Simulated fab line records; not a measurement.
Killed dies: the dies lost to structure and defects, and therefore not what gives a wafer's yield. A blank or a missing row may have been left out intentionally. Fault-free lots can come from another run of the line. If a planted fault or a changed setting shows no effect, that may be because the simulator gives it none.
Split-lot trial | flow gf180mcu | on a route of 602 steps: 5 lots, 23 wafers read

## THE SPLIT ITSELF
At GF_HV_LDD_DEVELOP_06 (develop time 60 s), the setting dev_temp_c was moved away from the recipe's 23 C on 11 of the 23 wafers read, by -13.9% to +15.4%. The other wafers ran this setting at the recipe's value.

The file shows no step between the split and the reading.

## THE READING
At GF_HV_LDD_CD_MEAS_07: cd_nm in nanometres, against a target cd of 400 nm. Typical for fault-free wafers on this fab line: 399.0 nm, with standard deviation 2 nm.

wafer  | tool, chamber at the split | dev_temp_c as run, C | against the recipe | cd_nm, nm | against lot-mates on the recipe
L075.1 | litho_track-02, 0          | 23                   | recipe             | 396.7     | -
L075.2 | litho_track-02, 0          | 25.95                | +12.8%             | 385.7     | -11.1
L075.3 | litho_track-02, 0          | 23                   | recipe             | 396.8     | -
L075.4 | litho_track-02, 0          | 25.95                | +12.8%             | 385.2     | -11.6
L075.6 | litho_track-02, 0          | 25.95                | +12.8%             | 386.4     | -10.4
L079.1 | litho_track-04, 0          | 23                   | recipe             | 398.4     | -
L079.2 | litho_track-04, 0          | 23                   | recipe             | 401.0     | -
L079.3 | litho_track-04, 0          | 26.48                | +15.1%             | 384.5     | -15.2
L079.4 | litho_track-04, 0          | 26.48                | +15.1%             | 387.5     | -12.2
L079.5 | litho_track-04, 0          | 26.48                | +15.1%             | 386.9     | -12.8
L078.2 | litho_track-03, 0          | 19.81                | -13.9%             | 406.8     | +10.6
L078.3 | litho_track-03, 0          | 19.81                | -13.9%             | 407.3     | +11.1
L078.4 | litho_track-03, 0          | 19.81                | -13.9%             | 409.4     | +13.2
L078.5 | litho_track-03, 0          | 23                   | recipe             | 396.3     | -
L078.6 | litho_track-03, 0          | 23                   | recipe             | 396.1     | -
L082.1 | litho_track-02, 0          | 23                   | recipe             | 400.2     | -
L082.2 | litho_track-02, 0          | 26.55                | +15.4%             | 384.0     | -14.2
L082.3 | litho_track-02, 0          | 26.55                | +15.4%             | 385.4     | -12.8
L082.4 | litho_track-02, 0          | 23                   | recipe             | 396.8     | -
L082.6 | litho_track-02, 0          | 23                   | recipe             | 397.7     | -
L085.2 | litho_track-03, 0          | 23                   | recipe             | 398.3     | -
L085.3 | litho_track-03, 0          | 23                   | recipe             | 399.7     | -
L085.4 | litho_track-03, 0          | 23                   | recipe             | 401.8     | -

THE FIT
A straight line over all 23 wafers: cd_nm changes by -0.807 nm for each +1% of dev_temp_c; r = -0.97; the points scatter about the line by 1.8 nm.
The same after taking each lot's own level away (the mean of its wafers on the recipe; 23 wafers): -0.862 nm for each +1%; r = -0.99; scatter 1.1 nm.
On that fit, the largest move of dev_temp_c shifts the reading by 13 nm.
From 396.20 to 399.93 nm: that is the span of the lots' own levels, equal to 1.9 times the standard deviation above.
The two slopes agree, so the slope changes little with the lot-to-lot level.
Check: for one of the wafers moved furthest among these (+15.4%), held out of the fit, the line's prediction against its lot-mates is -13.3 nm. Against them it came out at -14.2 nm.

## FURTHER SPLITS ON THESE WAFERS
Other splits were also applied to these wafers ahead of the reading. Each is held against what the fit with the lots' levels taken away leaves over:
other split on the same wafers        | wafers away from the commonest value | r with cd_nm (lot level and that fit taken away)
GF_DNWELL_IMPLANT_07 energy_kev       | 9                                    | +0.19
GF_LVPWELL_STRIP_10 pressure_mtorr    | 15                                   | +0.05
GF_MVSD_STRIP_10 o2_flow_sccm         | 10                                   | +0.01
GF_MVPSD_IMPLANT_08 dose_cm2          | 8                                    | +0.12
GF_VT_IMPLANT_IMPLANT_08 dose_cm2     | 6                                    | -0.01
GF_VT_IMPLANT_DEVELOP_17 dev_temp_c   | 9                                    | -0.12
GF_VT_IMPLANT_STRIP_31 pressure_mtorr | 10                                   | -0.04
GF_VT_IMPLANT_SOFTBAKE_36 temp_c      | 9                                    | -0.13
GF_VT_IMPLANT_IMPLANT_41 energy_kev   | 6                                    | +0.09
GF_DUAL_GATE_OXIDATION_02 temp_c      | 18                                   | -0.04
GF_DUAL_GATE_DEVELOP_10 dev_temp_c    | 9                                    | -0.27

## FILE'S OWN FIT
cd_nm changes by -0.866 nm for each +1% of dev_temp_c, r = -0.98.
